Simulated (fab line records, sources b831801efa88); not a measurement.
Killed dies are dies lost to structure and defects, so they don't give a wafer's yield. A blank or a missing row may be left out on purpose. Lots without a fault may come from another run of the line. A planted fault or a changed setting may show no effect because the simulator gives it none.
Chamber matching | flow sky130 | SKY_LI_CONTACT_CMP_02 on cmp-01: 4 sister chambers
The step polishes PSG. 18 wafers are shown with their chamber, then 9 later ones without.

WAFERS WITH THEIR CHAMBER
wafer  | chamber | motor_current_A (A) | time_to_endpoint_s (s)
L866.2 | 2       | 9.1                 | 34.9
L866.3 | 1       | 10.5                | 35.7
L866.6 | 2       | 9.7                 | 36.5
L867.1 | 2       | 10.3                | 33.3
L867.5 | 0       | 12.7                | 33.1
L867.6 | 3       | 9.6                 | 29.8
L869.1 | 0       | 13.1                | 33.9
L869.3 | 3       | 10.6                | 32.8
L869.5 | 0       | 13.9                | 33.6
L873.4 | 0       | 12.9                | 37.4
L873.5 | 3       | 10.1                | 36.2
L873.6 | 0       | 13.8                | 36.3
L874.1 | 0       | 13.6                | 33.5
L874.5 | 3       | 9.6                 | 32.1
L874.6 | 0       | 12.9                | 33.8
L883.1 | 2       | 9.6                 | 36.2
L883.3 | 3       | 11.0                | 32.8
L883.5 | 0       | 13.6                | 34.3

SIGNATURES (means of the wafers above)
reading            | chamber 0 | chamber 1 | chamber 2 | chamber 3 | scatter within a chamber
motor_current_A    | 13.312    | 10.500    | 9.675     | 10.180    | 0.519
time_to_endpoint_s | 34.487    | 35.700    | 35.225    | 32.740    | 1.77
Rule: a wafer's distance from a chamber is the root of the sum, over the readings, of the square of ((its reading less the chamber's mean) divided by the reading's scatter). The wafer belongs to the nearest chamber; if the next one is less than 2 further off, it can't be placed. The scatter: the root of (the sum of the squares of (reading less its chamber's mean) over the shown wafers, divided by (wafers less chambers)).

WAFERS WITHOUT THEIR CHAMBER
wafer  | motor_current_A (A) | time_to_endpoint_s (s)
L884.3 | 9.9                 | 30.4
L884.5 | 9.8                 | 28.5
L884.6 | 10.0                | 33.8
L885.1 | 10.0                | 30.9
L885.2 | 13.1                | 31.6
L885.3 | 10.0                | 37.0
L888.1 | 10.8                | 37.3
L888.2 | 10.8                | 32.3
L888.4 | 9.9                 | 35.4

WHICH CHAMBER EACH WENT THROUGH
wafer  | from the rows above          | in truth
L884.3 | can't be placed: 3 or 2 or 1 | 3
L884.5 | can't be placed: 3 or 2 or 1 | 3
L884.6 | can't be placed: 3 or 2 or 1 | 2
L885.1 | can't be placed: 3 or 2 or 1 | 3
L885.2 | 0                            | 0
L885.3 | can't be placed: 2 or 1 or 3 | 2
L888.1 | can't be placed: 1 or 2 or 3 | 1
L888.2 | can't be placed: 3 or 1 or 2 | 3
L888.4 | can't be placed: 2 or 1 or 3 | 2
Placed correctly: 1 of 9. Can't be placed from these rows: 8 (the true chamber is among the candidates in 8). Placed wrongly: 0.
